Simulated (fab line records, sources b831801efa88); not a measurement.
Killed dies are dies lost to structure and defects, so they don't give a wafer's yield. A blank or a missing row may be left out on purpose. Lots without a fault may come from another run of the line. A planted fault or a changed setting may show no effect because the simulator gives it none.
fab line records | flow gf180mcu
record lots=15 wafers=45 last_day=34
route steps=602 shown STI@26 MVSD@76 MVPSD@88 SAB@275 SALICIDE@280
lots that met no fault: from a run of the same line without faults
start_h: hours from the record's first day to the start of the lot's first wafer shown | wait_h: hours since the lot's step before | " the same as in the row above | L1.1+2: a row that stands for several wafers | - no value, or no start given | * or withheld: withheld | < > ~ a bound
route shown NAME@n: a module of which the file shows steps, and the number in the route of the first | usual: mean/standard deviation of fault-free wafers | same: alike in all rows | chamber/n: place in a boat | sites: the reading at each site | _std_site: their standard deviation | _edge_site: outer sites' mean less inner sites' | radius_mm: how far each site lies from the wafer's centre | mask NAME#n: copy n | behind: the tool/chamber that last shaped the wafer | hold: why the lot was held/for how many hours/how that ended | device: the transistor (n, p or np) that didn't switch | end of line: the same wafers' tests at the end of the route | a step without rows: its recipe alone | killed: dies lost to structure and defects at the first sort, not the wafer's yield | map: a wafer's dies, x killed, . not, _ none there
set.NAME: the setting as run; set.NAME@STEP: as run at that earlier step | model.NAME: the simulator's own value behind a step, which no gauge read
steps of the route over a sample of lots; a table a step, a row a wafer
services: from which hour (start_h, from the record's first day; less than 0 if before it) a tool's chamber was out of use, for how many hours, and why
## steps
# step GF_STI_CMP_25
# recipe stop_on=Si3N4 t_overpolish_s=33 down_force_psi=4 platen_rpm=60 target_thk_nm=524.6 pad_velocity_m_s=0.94248
# usual head_pressure_psi=4.000/0.0088 motor_current_A=12.2/1.4 overpolish_run_s=32.999/0.0091 time_to_endpoint_s=128/6.5
# columns lot.wafer tool chamber start_h wait_h head_pressure_psi motor_current_A overpolish_run_s time_to_endpoint_s
L895.2 cmp-01 2 27.88 0.0 4.008 12.9 32.994 129
L895.6 " 2 " " 4.016 12.7 32.998 136
L895.5 " 3 " " 4.001 11.9 32.997 134
L898.1 cmp-01 1 43.88 0.3 4.002 10.6 32.997 127
L898.6 " 2 " " 4.002 12.6 32.994 131
L898.5 " 3 " " 4.000 12.4 32.996 133
L900.1 cmp-02 0 54.39 0.1 3.994 11.5 32.991 128
L900.3 " 1 " " 3.995 14.7 32.995 132
L900.4 " 2 " " 3.994 10.9 33.004 123
L901.1 cmp-02 1 60.23 0.1 4.011 15.0 33.021 139
L901.6 " 0 " " 4.001 11.4 32.990 129
L901.5 " 1 " " 3.996 15.8 33.003 134
L903.3 cmp-01 0 70.50 0.0 4.001 12.1 32.994 126
L903.4 " 3 " " 4.000 13.0 32.996 128
L903.6 " 1 " " 4.001 11.4 32.993 130
L904.1 cmp-02 3 75.47 0.1 4.001 11.1 33.013 124
L904.3 " 1 " " 4.003 14.5 33.009 126
L904.6 " 2 " " 4.004 11.4 33.011 119
L905.3 cmp-02 2 80.07 0.0 4.003 10.6 32.991 116
L905.5 " 2 " " 3.988 10.3 32.984 117
L905.6 " 3 " " 4.010 10.6 33.025 118
L909.3 cmp-01 2 99.22 0.0 3.994 12.7 33.009 129
L909.2 " 3 " " 3.994 12.8 33.008 133
L909.6 " 2 " " 3.975 13.8 32.994 129
L910.2 cmp-02 0 104.96 0.0 3.998 11.9 32.983 121
L910.4 " 1 " " 4.002 15.9 32.983 121
L910.6 " 1 " " 4.001 14.9 32.995 121
L911.3 cmp-02 0 109.27 0.0 3.996 11.4 33.004 123
L911.1 " 1 " " 4.002 15.9 33.002 128
L911.6 " 0 " " 3.987 12.2 32.987 124
L912.2 cmp-01 3 114.97 0.1 4.003 12.4 32.989 132
L912.1 " 1 " " 3.994 11.8 32.988 135
L912.6 " 2 " " 3.993 13.7 32.994 133
L913.3 cmp-01 0 120.35 0.0 4.004 12.4 33.004 132
L913.6 " 0 " " 3.994 12.3 32.986 129
L913.5 " 1 " " 3.999 11.2 33.020 134
L916.2 cmp-02 2 135.24 0.0 4.005 11.7 33.009 118
L916.4 " 0 " " 4.009 11.1 32.997 124
L916.5 " 2 " " 4.000 10.5 32.998 116
L917.1 cmp-02 1 140.50 0.1 4.001 15.8 33.005 127
L917.4 " 0 " " 3.993 12.0 32.992 125
L917.5 " 1 " " 3.989 15.0 32.998 129
L918.4 cmp-01 1 148.05 0.0 3.991 12.2 33.001 132
L918.3 " 2 " " 4.016 13.1 33.005 133
L918.6 " 2 " " 4.017 12.8 32.987 133
# step GF_MVSD_STRIP_10
# recipe chemistry=O2/N2 power_w=1400 pressure_mtorr=1500 platen_temp_c=250 o2_flow_sccm=3000 n2_flow_sccm=300 overash_fraction=0.5
# usual chamber_pressure_mTorr=1499.9/1.3 drypump_motor_current_A=6.0/0.35 heater_power_w=355/69 o2_flow_sccm=3000/9.5 oes_product_au=0.722/0.0047 overash_fraction=0.5/0 strip_time_to_endpoint_s=36.93/0.12
# columns lot.wafer tool chamber start_h wait_h chamber_pressure_mTorr drypump_motor_current_A heater_power_w o2_flow_sccm oes_product_au overash_fraction rf_hours_counter_h strip_time_to_endpoint_s
L895.2 plasma_asher-02 1 84.30 0.1 1499.9 5.4 312 3001 0.727 0.5 40 37.01
L895.5 " 1 " " 1499.3 5.3 318 2992 0.716 0.5 - 36.92
L895.6 " 0 " " 1498.9 5.7 279 2998 0.728 0.5 - 37.08
L898.1 plasma_asher-04 0 103.46 0.1 1499.5 6.0 454 2982 0.729 0.5 47 36.96
L898.5 " 1 " " 1498.8 6.2 335 2994 0.723 0.5 - 36.81
L898.6 " 0 " " 1500.5 6.0 471 2995 0.725 0.5 - 36.82
L900.1 plasma_asher-04 0 114.20 0.1 1500.9 6.0 477 2997 0.726 0.5 48 36.94
L900.3 " 1 " " 1501.1 6.3 356 3006 0.722 0.5 - 37.03
L900.4 " 0 " " 1501.1 6.0 467 3011 0.722 0.5 - 37.00
L901.1 plasma_asher-04 0 120.40 0.1 1501.0 6.0 465 3018 0.723 0.5 49 36.94
L901.5 " 1 " " 1498.7 6.3 361 2999 0.728 0.5 - 36.95
L901.6 " 0 " " 1497.7 6.0 472 3014 0.729 0.5 - 36.95
L903.3 plasma_asher-04 1 130.41 0.1 1499.9 6.2 354 2987 0.723 0.5 - 36.88
L903.4 " 0 " " 1501.1 6.0 477 3007 0.729 0.5 - 36.96
L903.6 " 0 " " 1501.4 6.0 465 2998 0.735 0.5 - 36.86
L904.1 plasma_asher-03 0 136.53 0.1 1497.9 6.6 311 2995 0.723 0.5 34 36.84
L904.3 " 0 " " 1499.2 6.6 313 2981 0.719 0.5 - 36.82
L904.6 " 1 " " 1500.1 6.1 300 2983 0.719 0.5 - 36.80
L905.3 plasma_asher-04 0 142.04 0.1 1499.8 6.0 468 2994 0.717 0.5 - 36.79
L905.5 " 0 " " 1500.1 6.0 468 2995 0.710 0.5 - 36.80
L905.6 " 1 " " 1499.3 6.2 351 3003 0.720 0.5 - 36.76
L909.2 plasma_asher-02 1 162.43 0.1 1500.5 5.4 305 3000 0.720 0.5 49 36.95
L909.3 " 1 " " 1499.6 5.4 310 2998 0.730 0.5 - 36.81
L909.6 " 1 " " 1501.9 5.4 312 2999 0.718 0.5 - 36.87
L910.2 plasma_asher-03 1 171.26 0.1 - - - - - - - -
L910.4 " 1 " " - - - - - - - -
L910.6 " 1 " " - - - - - - - -
L911.1 plasma_asher-04 1 174.64 0.1 - - - - - - - -
L911.3 " 1 " " - - - - - - - -
L911.6 " 1 " " - - - - - - - -
L912.1 plasma_asher-03 1 181.74 0.1 - - - - - - - -
L912.2 " 0 " " - - - - - - - -
L912.6 " 1 " " - - - - - - - -
L913.3 plasma_asher-04 1 188.06 0.1 1499.3 6.2 342 2974 0.725 0.5 - 37.06
L913.5 " 0 " " 1498.9 6.0 477 3004 0.726 0.5 - 37.05
L913.6 " 1 " " 1499.1 6.2 358 2994 0.724 0.5 - 37.05
L916.2 plasma_asher-04 0 206.18 0.1 1500.7 6.0 455 3000 0.718 0.5 58 36.95
L916.4 " 1 " " 1499.0 6.2 361 3002 0.718 0.5 - 36.92
L916.5 " 0 " " 1500.9 6.0 465 3011 0.723 0.5 - 37.02
L917.1 plasma_asher-04 1 210.88 0.1 1500.3 6.2 357 2999 0.724 0.5 59 36.84
L917.4 " 0 " " 1499.3 6.0 477 3006 0.726 0.5 - 36.94
L917.5 " 0 " " 1500.5 6.0 466 3005 0.722 0.5 - 36.97
L918.3 plasma_asher-03 0 220.88 0.1 1500.1 6.6 302 2982 0.711 0.5 - 36.89
L918.4 " 1 " " 1498.4 6.2 311 3008 0.729 0.5 - 36.95
L918.6 " 1 " " 1503.3 6.2 293 3020 0.721 0.5 - 36.95
# step GF_MVPSD_STRIP_10
# recipe chemistry=O2/N2 power_w=1400 pressure_mtorr=1500 platen_temp_c=250 o2_flow_sccm=3000 n2_flow_sccm=300 overash_fraction=0.5
# usual chamber_pressure_mTorr=1499.8/1.4 drypump_motor_current_A=5.9/0.34 heater_power_w=336/54 o2_flow_sccm=3001/8.4 oes_product_au=0.722/0.0041 strip_time_to_endpoint_s=37.00/0.11
# same overash_fraction=0.5
# columns lot.wafer tool chamber start_h wait_h chamber_pressure_mTorr drypump_motor_current_A heater_power_w o2_flow_sccm oes_product_au rf_hours_counter_h strip_time_to_endpoint_s
L895.2 plasma_asher-01 1 99.08 0.1 1499.7 5.6 347 2998 0.725 44 37.08
L895.5 " 0 " " 1498.4 6.2 311 3011 0.717 - 36.89
L895.6 " 1 " " 1499.0 5.6 359 2986 0.721 - 36.90
L898.1 plasma_asher-01 1 118.14 0.1 1496.5 5.6 315 3004 0.724 0 37.12
L898.5 " 0 " " 1501.4 6.3 316 2998 0.721 - 37.19
L898.6 " 1 " " 1499.6 5.6 319 3017 0.724 - 37.10
L900.1 plasma_asher-02 1 129.73 0.1 1499.8 5.3 309 3002 0.731 45 36.86
L900.3 " 1 " " 1500.3 5.3 309 3014 0.717 - 36.89
L900.4 " 0 " " 1497.8 5.7 273 3002 0.730 - 36.91
L901.1 plasma_asher-01 1 135.79 0.1 1497.9 5.6 329 3000 0.722 2 36.86
L901.5 " 0 " " 1497.8 6.3 307 2993 0.724 - 36.92
L901.6 " 1 " " 1498.3 5.6 321 2994 0.720 - 36.93
L903.3 plasma_asher-01 0 145.86 0.1 1498.4 6.3 321 2999 0.722 - 36.80
L903.4 " 1 " " 1501.9 5.6 318 2990 0.727 - 36.90
L903.6 " 1 " " 1499.4 5.6 320 2991 0.728 - 36.99
L904.1 plasma_asher-01 1 152.53 0.1 1499.0 5.6 315 3008 0.726 4 36.86
L904.3 " 1 " " 1502.1 5.6 324 3009 0.721 - 36.94
L904.6 " 0 " " 1500.1 6.3 316 3021 0.726 - 37.01
L905.3 plasma_asher-02 0 157.86 0.1 1498.9 5.7 284 3011 0.726 - 37.12
L905.5 " 0 " " 1498.4 5.7 286 3006 0.724 - 37.08
L905.6 " 1 " " 1499.1 5.3 311 2995 0.726 - 37.10
L909.2 plasma_asher-01 1 179.59 0.1 1500.3 5.6 308 3000 0.721 6 36.77
L909.3 " 0 " " 1499.1 6.3 315 3001 0.724 - 36.87
L909.6 " 0 " " 1502.0 6.3 317 2995 0.721 - 36.78
L910.2 plasma_asher-04 0 189.28 0.1 1499.7 6.0 471 3013 0.734 56 81.29
L910.4 " 1 " " 1503.9 6.2 355 3004 0.741 - 81.30
L910.6 " 0 " " 1501.3 6.0 484 3008 0.739 - 81.35
L911.1 plasma_asher-02 1 192.34 0.1 1501.1 5.4 304 3016 0.749 52 81.54
L911.3 " 0 " " 1501.4 5.7 274 2984 0.742 - 81.28
L911.6 " 0 " " 1499.1 5.7 278 2979 0.744 - 81.32
L912.1 plasma_asher-01 0 199.18 0.1 1500.2 6.3 318 2993 0.738 8 81.19
L912.2 " 1 " " 1498.7 5.6 319 2996 0.739 8 81.24
L912.6 " 1 " " 1502.8 5.6 324 3006 0.741 - 81.23
L913.3 plasma_asher-04 1 204.92 0.1 1499.4 6.3 365 3006 0.716 - 36.99
L913.5 " 0 " " 1499.2 6.0 461 3002 0.723 - 36.99
L913.6 " 1 " " 1500.9 6.2 343 3004 0.730 - 37.06
L916.2 plasma_asher-01 1 224.19 0.1 1498.5 5.6 318 2996 0.724 11 37.00
L916.4 " 1 " " 1500.3 5.6 316 2999 0.729 - 36.99
L916.5 " 1 " " 1500.2 5.6 314 3005 0.726 - 36.95
L917.1 plasma_asher-01 0 229.04 0.1 1502.8 6.2 312 3020 0.722 12 36.98
L917.4 " 0 " " 1500.6 6.2 316 3011 0.724 - 36.89
L917.5 " 0 " " 1500.7 6.3 304 3013 0.721 - 36.94
L918.3 plasma_asher-04 0 239.12 0.1 1500.9 6.0 459 3005 0.718 - 36.91
L918.4 " 1 " " 1499.6 6.2 355 2998 0.720 - 36.91
L918.6 " 1 " " 1501.2 6.3 356 3007 0.724 - 36.92
# step GF_MVPSD_TW_MEAS_11
# usual MVPSD_TW=556.1/2.5
# columns lot.wafer tool chamber start_h wait_h MVPSD_TW
L895.2 film_metro-03 - 99.19 0.1 552.7
L895.5 " - " " 553.9
L895.6 " - " " 549.9
L898.1 film_metro-03 - 118.24 0.1 552.8
L898.5 " - " " 552.8
L898.6 " - " " 552.6
L900.1 film_metro-03 - 129.83 0.1 556.5
L900.3 " - " " 557.7
L900.4 " - " " 555.0
L901.1 film_metro-03 - 135.89 0.1 559.8
L901.5 " - " " 556.9
L901.6 " - " " 557.1
L903.3 film_metro-03 - 145.95 0.1 555.4
L903.4 " - " " 554.5
L903.6 " - " " 553.9
L904.1 film_metro-02 - 152.63 0.1 557.4
L904.3 " - " " 559.6
L904.6 " - " " 556.3
L905.3 film_metro-01 - 157.95 0.1 558.6
L905.5 " - " " 556.4
L905.6 " - " " 557.3
L909.2 film_metro-02 - 179.70 0.1 559.7
L909.3 " - " " 556.1
L909.6 " - " " 560.9
L910.2 film_metro-01 - 189.39 0.1 30.1
L910.4 " - " " 30.1
L910.6 " - " " 30.0
L911.1 film_metro-01 - 192.44 0.1 30.1
L911.3 " - " " 30.1
L911.6 " - " " 30.2
L912.1 film_metro-01 - 199.28 0.1 30.2
L912.2 " - " " 30.2
L912.6 " - " " 30.2
L913.3 film_metro-02 - 205.01 0.1 556.0
L913.5 " - " " 557.9
L913.6 " - " " 555.1
L916.2 film_metro-01 - 224.30 0.1 558.6
L916.4 " - " " 559.6
L916.5 " - " " 556.3
L917.1 film_metro-01 - 229.14 0.1 554.2
L917.4 " - " " 555.3
L917.5 " - " " 554.3
L918.3 film_metro-02 - 239.21 0.1 554.8
L918.4 " - " " 555.0
L918.6 " - " " 558.6
# step GF_SAB_ETCH_11
# recipe chemistry=C4F8/O2/Ar mask_material=NOVOLAK target=SiO2 target_depth_nm=55 source_w=1500 bias_w=1200 pressure_mtorr=40 c4f8_flow_sccm=withheld O2_flow_sccm=6 Ar_flow_sccm=300 time_s=8.5
# usual oes_product_au=1.001/0.014
# columns lot.wafer tool chamber start_h wait_h oes_product_au rf_hours_counter_h
L895.2 rie_diel-03 0 341.83 0.0 1.016 27
L895.5 " 0 " " 1.008 -
L895.6 " 1 " " 1.012 -
L898.1 rie_diel-04 3 372.11 0.0 0.994 65
L898.5 " 1 " " 0.999 -
L898.6 " 0 " " 1.001 -
L900.1 rie_diel-03 2 393.88 0.0 0.984 45
L900.3 " 3 " " 0.979 37
L900.4 " 3 " " 0.987 -
L901.1 rie_diel-03 0 398.87 0.0 1.013 29
L901.5 " 3 " " 0.986 -
L901.6 " 2 " " 0.995 -
L903.3 rie_diel-04 2 410.58 0.0 0.985 59
L903.4 " 1 " " 0.987 7
L903.6 " 3 " " 0.997 -
L904.1 rie_diel-01 2 425.36 0.0 1.009 14
L904.3 " 1 " " 1.024 2
L904.6 " 1 " " 1.033 -
L905.3 rie_diel-03 1 429.71 0.0 1.012 1
L905.5 " 0 " " 1.004 -
L905.6 " 3 " " 0.975 -
L909.2 rie_diel-03 1 463.53 0.0 1.007 1
L909.3 " 3 " " 0.986 38
L909.6 " 2 " " 0.998 -
L910.2 rie_diel-01 0 473.56 0.0 1.019 12
L910.4 " 2 " " 0.987 15
L910.6 " 0 " " 1.013 -
L911.1 rie_diel-04 3 481.43 0.0 1.020 67
L911.3 " 0 " " 0.990 12
L911.6 " 3 " " 0.996 -
L912.1 rie_diel-01 1 491.28 0.0 1.021 4
L912.2 " 2 " " 0.998 16
L912.6 " 1 " " 1.036 -
L913.3 rie_diel-04 0 499.44 0.0 0.998 12
L913.5 " 1 " " 0.985 -
L913.6 " 2 " " 1.004 -
L916.2 rie_diel-01 1 521.56 0.0 1.013 5
L916.4 " 3 " " 0.991 2
L916.5 " 1 " " 1.021 -
L917.1 rie_diel-01 1 530.66 0.0 1.022 5
L917.4 " 0 " " 1.008 14
L917.5 " 3 " " 1.001 -
L918.3 rie_diel-03 0 538.89 0.0 1.017 32
L918.4 " 3 " " 0.992 40
L918.6 " 0 " " 1.015 -
# step GF_SALICIDE_SPUTTER_02
# recipe material=Co target_thk_nm=10 power_w=1000 time_s=20 chamber_pressure_pa=0.4
# usual chamber_pressure_pa=0.4001/0.00081 throttle_valve_pct=30.1/0.77
# columns lot.wafer tool chamber start_h wait_h chamber_pressure_pa throttle_valve_pct
L895.2 pvd_sputter-03 - 342.17 0.0 0.3994 29.6
L895.5 " - " " 0.4006 29.9
L895.6 " - " " 0.4000 30.4
L898.1 pvd_sputter-03 - 372.45 0.0 0.4003 29.4
L898.5 " - " " 0.3993 29.5
L898.6 " - " " 0.3992 29.5
L900.1 pvd_sputter-02 - 394.27 0.0 0.3999 30.5
L900.3 " - " " 0.3994 31.5
L900.4 " - " " 0.4008 31.0
L901.1 pvd_sputter-04 - 399.20 0.0 0.3985 30.7
L901.5 " - " " 0.4001 30.3
L901.6 " - " " 0.3988 29.2
L903.3 pvd_sputter-02 - 410.92 0.0 0.3999 30.3
L903.4 " - " " 0.3998 30.9
L903.6 " - " " 0.4009 30.9
L904.1 pvd_sputter-04 - 425.88 0.0 0.4007 30.5
L904.3 " - " " 0.3996 29.1
L904.6 " - " " 0.3985 30.4
L905.3 pvd_sputter-02 - 430.05 0.0 0.4002 30.4
L905.5 " - " " 0.4000 30.2
L905.6 " - " " 0.4006 31.5
L909.2 pvd_sputter-04 - 463.90 0.0 0.3998 29.7
L909.3 " - " " 0.4008 30.2
L909.6 " - " " 0.4011 30.8
L910.2 pvd_sputter-02 - 473.91 0.0 0.3999 30.4
L910.4 " - " " 0.3997 30.8
L910.6 " - " " 0.4005 31.1
L911.1 pvd_sputter-03 - 481.77 0.0 0.4008 29.6
L911.3 " - " " 0.3988 30.9
L911.6 " - " " 0.3998 29.3
L912.1 pvd_sputter-03 - 491.61 0.0 0.3987 29.8
L912.2 " - " " 0.3994 29.2
L912.6 " - " " 0.4018 30.8
L913.3 pvd_sputter-03 - 499.79 0.0 0.3996 30.6
L913.5 " - " " 0.4003 29.8
L913.6 " - " " 0.4002 30.6
L916.2 pvd_sputter-03 - 521.90 0.0 0.3995 30.7
L916.4 " - " " 0.4004 29.8
L916.5 " - " " 0.4000 30.0
L917.1 pvd_sputter-02 - 531.00 0.0 0.3997 31.0
L917.4 " - " " 0.4004 29.1
L917.5 " - " " 0.4000 29.4
L918.3 pvd_sputter-04 - 539.23 0.0 0.4013 29.2
L918.4 " - " " 0.3996 29.9
L918.6 " - " " 0.4017 29.7
## services
# columns tool chamber start_h hours kind
cmp-02 - 29.31 6.1 repair
cmp-02 - 31.35 1.1 repair
cmp-02 - 35.82 2.3 repair
cmp-02 - 64.00 4.0 pm
plasma_asher-01 - 85.90 11.1 pm
plasma_asher-01 - 108.75 9.0 pm
cmp-01 - 128.62 1.7 repair
cmp-01 - 130.31 5.4 pm
cmp-02 - 140.98 0.6 repair
cmp-02 - 143.70 5.1 pm
cmp-01 - 149.41 11.6 pm
cmp-01 - 164.74 4.0 repair
cmp-01 - 165.44 4.1 repair
cmp-02 - 203.56 3.9 repair
cmp-02 - 223.67 0.2 repair
cmp-02 - 228.17 0.6 repair
cmp-02 - 233.30 4.9 repair
plasma_asher-04 - 240.26 2.4 repair
cmp-02 - 252.57 1.5 repair
cmp-02 - 291.51 1.7 repair
plasma_asher-01 - 382.31 1.6 repair
plasma_asher-04 - 388.44 21.9 repair
cmp-02 - 404.00 4.0 pm
cmp-02 - 512.70 6.5 pm
## key
first_sign step=GF_MVSD_STRIP_10 reading=tool_record direction=missing
effect step=GF_MVPSD_STRIP_10 reading=strip_time_to_endpoint_s direction=up sigmas=99+ usual=* struck=*
effect step=GF_MVPSD_TW_MEAS_11 reading=MVPSD_TW direction=down sigmas=99+ usual=556.1 struck=30.1
met_at GF_MVSD_STRIP_10
struck_lots L910,L911,L912
sort_left_out L910.2,L910.4,L910.6,L911.1,L911.3,L911.6,L912.1,L912.2,L912.6
tester_left_out L910,L911,L912
not_acting_at GF_STI_CMP_25,GF_SAB_ETCH_11,GF_SALICIDE_SPUTTER_02
onset_between 142.04 171.26
fault kind=skipped_step_whole tool=plasma_asher-03,plasma_asher-04 chamber=- onset_h=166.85 steps=GF_MVSD_STRIP_10 scope=struck_lots_only
# tester_left_out: of these lots the tester's yield and bins aren't shown, on N5 and GAA mostly nor the transistor test; their killed dies are dies lost to structure and defects alone, not to doping, threshold or leakage, so they don't give the yield
# sort_left_out: the simulated sort isn't trusted on such a fault, so these wafers' sort isn't shown, and their yield isn't known
